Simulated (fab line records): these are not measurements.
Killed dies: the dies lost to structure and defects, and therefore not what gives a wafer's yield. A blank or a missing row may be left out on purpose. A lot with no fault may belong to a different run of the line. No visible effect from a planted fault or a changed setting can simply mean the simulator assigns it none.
Chamber matching | flow gf180mcu | wetBench-03 running GF_PSD_CLEAN_12: 4 sister chambers
The step cleans in SC1/SC2, time 150 s. 14 wafers are shown with their chamber, then 7 later ones without.

WAFERS, EACH WITH ITS CHAMBER
wafer  | chamber | bathHeatDutyPct (%) | bathGuardTempC (C)
L564.2 | 0       | 10.5                | 69.6
L564.4 | 0       | 10.3                | 69.8
L564.6 | 0       | 11.0                | 69.7
L567.1 | 3       | 11.4                | 69.2
L567.3 | 3       | 10.8                | 69.4
L567.4 | 3       | 10.6                | 69.9
L570.2 | 1       | 15.0                | 69.0
L570.4 | 1       | 15.1                | 68.7
L570.6 | 1       | 13.3                | 68.7
L571.1 | 2       | 12.5                | 69.9
L571.2 | 2       | 11.1                | 69.5
L571.4 | 2       | 11.7                | 70.0
L572.1 | 0       | 11.3                | 69.6
L572.3 | 0       | 10.5                | 69.4

SIGNATURES, as means of the wafers listed above
reading         | chamber 0 | chamber 1 | chamber 2 | chamber 3 | scatter within a chamber
bathHeatDutyPct | 10.720    | 14.467    | 11.767    | 10.933    | 0.638
bathGuardTempC  | 69.620    | 68.800    | 69.800    | 69.500    | 0.234
Rule: a wafer's distance from a chamber is the root of the sum, over the readings, of the square of ((its reading less the chamber's mean) divided by the reading's scatter). If the next closest chamber is less than 2 further off than the closest, the wafer can't be placed; otherwise it belongs to the closest. The scatter is the square root of a quotient: the sum, over the shown wafers, of each reading's squared deviation from its chamber's mean, divided by wafers minus chambers.

WAFERS MISSING THEIR CHAMBER
wafer  | bathHeatDutyPct (%) | bathGuardTempC (C)
L572.4 | 11.2                | 69.3
L575.3 | 14.3                | 68.6
L575.5 | 13.7                | 68.8
L575.6 | 14.5                | 69.0
L576.1 | 10.9                | 69.2
L576.2 | 10.7                | 69.5
L576.4 | 11.0                | 69.4

THE CHAMBER EACH PASSED THROUGH
wafer  | from the rows above          | in truth
L572.4 | can't be placed: 3 or 0 or 2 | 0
L575.3 | 1                            | 1
L575.5 | 1                            | 1
L575.6 | 1                            | 1
L576.1 | can't be placed: 3 or 0 or 2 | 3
L576.2 | can't be placed: 3 or 0 or 2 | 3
L576.4 | can't be placed: 3 or 0 or 2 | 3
Correct placement for 3 of the 7. These rows do not allow placing 4 (true chamber among the candidates in 4). Wrongly placed: 0.
